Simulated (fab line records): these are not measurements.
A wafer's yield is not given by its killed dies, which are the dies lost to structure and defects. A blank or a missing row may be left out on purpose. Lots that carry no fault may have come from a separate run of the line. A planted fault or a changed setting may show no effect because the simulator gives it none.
Chamber matching | flow gf180mcu | pecvd-04 running GF_PASSIVATION_CVD_00: 3 sister chambers
The step deposits SiO2 from TEOS, target thk 1000 nm, time 111.95 s. 3 wafers are shown with their chamber, then 11 later ones without.

WAFERS, EACH WITH ITS CHAMBER
wafer  | chamber | heater-power-w (W)
L089.4 | 2       | 515
L089.5 | 1       | 586
L090.2 | 0       | 654

WAFERS WITH NO CHAMBER GIVEN
wafer  | heater-power-w (W)
L090.4 | 488
L090.6 | 550
L094.2 | 677
L094.4 | 654
L094.5 | 555
L095.1 | 593
L095.4 | 557
L095.6 | 619
L096.2 | 654
L096.4 | 486
L096.6 | 525

WHICH CHAMBER EACH WENT THROUGH
wafer  | from the rows above     | in truth
L090.4 | 2                       | 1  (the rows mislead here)
L090.6 | can't be placed: 2 or 1 | 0
L094.2 | 0                       | 0
L094.4 | 0                       | 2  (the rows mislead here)
L094.5 | can't be placed: 1 or 2 | 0
L095.1 | 1                       | 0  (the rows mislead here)
L095.4 | can't be placed: 1 or 2 | 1
L095.6 | can't be placed: 1 or 0 | 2
L096.2 | 0                       | 0
L096.4 | 2                       | 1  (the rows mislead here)
L096.6 | 2                       | 2
Correct placement for 3 of the 11. These rows do not allow placing 4 (true chamber among the candidates in 1). Wrongly placed: 4.
How it was worked out, from the rows above alone: a wafer's distance from a chamber is the root of the sum, over the readings, of the square of ((its reading less the chamber's mean) divided by the reading's scatter). If the next closest chamber is less than 2 further off than the closest, the wafer can't be placed; otherwise it belongs to the closest. Each chamber's mean is taken over the wafers shown for it. The scatter (one wafer shown for each chamber): square how far every hidden wafer sits from the nearest shown wafer, average those squares and take the square root.
